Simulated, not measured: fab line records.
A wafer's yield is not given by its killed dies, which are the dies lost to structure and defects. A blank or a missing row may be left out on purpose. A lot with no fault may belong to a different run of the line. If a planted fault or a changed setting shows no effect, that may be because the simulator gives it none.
The same fault as seen by 2 desks + flow sky130 + each desk has only its own numbers; what lay behind them comes last

## TOOL OWNER'S DESK, implanter-03
For each lot that ran on this tool, the mean over its sampled wafers that have a number, from the tool's own readings at SKY_VT_ADJUST_LVTN_IMPLANT_08. The brackets show how far a lot's mean lies from the usual mean; more than 4 standard deviations puts the lot out of limits, marked OUT.
Columns: A = doseIonsCm2 at SKY_VT_ADJUST_LVTN_IMPLANT_08, usual 1.5699e+12
| lot  | first seen here | A          |
|------|-----------------|------------|
| L879 | day 8 22:50     | 1.5690e+12 |
| L880 | day 9 04:37     | 1.5685e+12 |
| L882 | day 10 03:07    | 1.5684e+12 |
| L883 | day 10 05:02    | 1.5704e+12 |
| L884 | day 10 10:44    | 1.5704e+12 |
This desk's finding: nothing out of limits on any of the 5 lots.

## FROM THE METROLOGY DESK
Lot by lot, what the gauges showed, no matter which tool ran the lot: averages of those sampled wafers that carry a number. The brackets show how far a lot's mean lies from the usual mean; more than 4 standard deviations puts the lot out of limits, marked OUT.
Columns: A = DNWELL_TW at SKY_DNWELL_TW_MEAS_09, usual 1103; B = VT_ADJUST_HVTP_OVL at SKY_VT_ADJUST_HVTP_OVL_MEAS_08, usual -0.7 nm; C = VT_ADJUST_LVTN_TW at SKY_VT_ADJUST_LVTN_TW_MEAS_10, usual 239.9; D = VT_ADJUST_LVTN_01_OVL at SKY_VT_ADJUST_LVTN_OVL_MEAS_18, usual -0.3 nm
| lot  | first seen here | A    | B    | C                | D    |
|------|-----------------|------|------|------------------|------|
| L871 | day 3 03:13     | 1086 | -0.8 | 240.3            | -1.2 |
| L873 | day 3 18:04     | 1109 | -0.6 | 236.3            | -0.3 |
| L874 | day 3 19:34     | 1082 | -0.7 | 238.2            | 0.7  |
| L875 | day 4 00:15     | 1084 | -2.6 | 243.9            | 0.0  |
| L879 | day 4 23:22     | 1112 | -2.4 | 237.6            | -0.9 |
| L880 | day 5 03:02     | 1086 | 1.6  | 237.1            | 0.3  |
| L881 | day 5 12:35     | 1121 | -0.9 | 240.5            | -1.9 |
| L882 | day 5 21:08     | 1090 | -0.1 | 238.2            | -1.3 |
| L883 | day 5 22:24     | 1108 | -1.6 | 229.7 (-4.6) OUT | -2.2 |
| L884 | day 6 03:13     | 1102 | -2.2 | 235.0            | -0.5 |
| L892 | day 8 01:07     | 1102 | 0.9  | 243.3            | -0.2 |
| L891 | day 8 01:33     | 1133 | 1.2  | 239.1            | 1.0  |
| L893 | day 8 03:26     | 1105 | -0.2 | 239.3            | 1.3  |
| L894 | day 8 07:36     | 1092 | -0.4 | 239.5            | 1.3  |
This desk finds L883 out of limits, with the earliest case on L883 at day 10 05:14 (VT_ADJUST_LVTN_TW at SKY_VT_ADJUST_LVTN_TW_MEAS_10). Within limits: L871, L873, L874, L875, L879, L880, L881, L882, L884, L892, L891, L893, L894.

## BROUGHT TOGETHER
L883 would have let the metrology desk raise an alarm at day 10 05:14.
Nothing out of limits was seen by the tool owner's desk.
The tool owner's desk has L883 on record, within its limits.
The lots listed all ran SKY_VT_ADJUST_LVTN_IMPLANT_08 on implanter-03.

## WHAT THE SIMULATOR HAD PUT IN
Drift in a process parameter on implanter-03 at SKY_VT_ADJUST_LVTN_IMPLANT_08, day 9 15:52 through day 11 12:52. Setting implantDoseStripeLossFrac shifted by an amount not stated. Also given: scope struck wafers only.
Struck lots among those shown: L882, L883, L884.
Per desk, hours elapsed from the start of the fault to the first reading out of limits: for the metrology desk, 13.
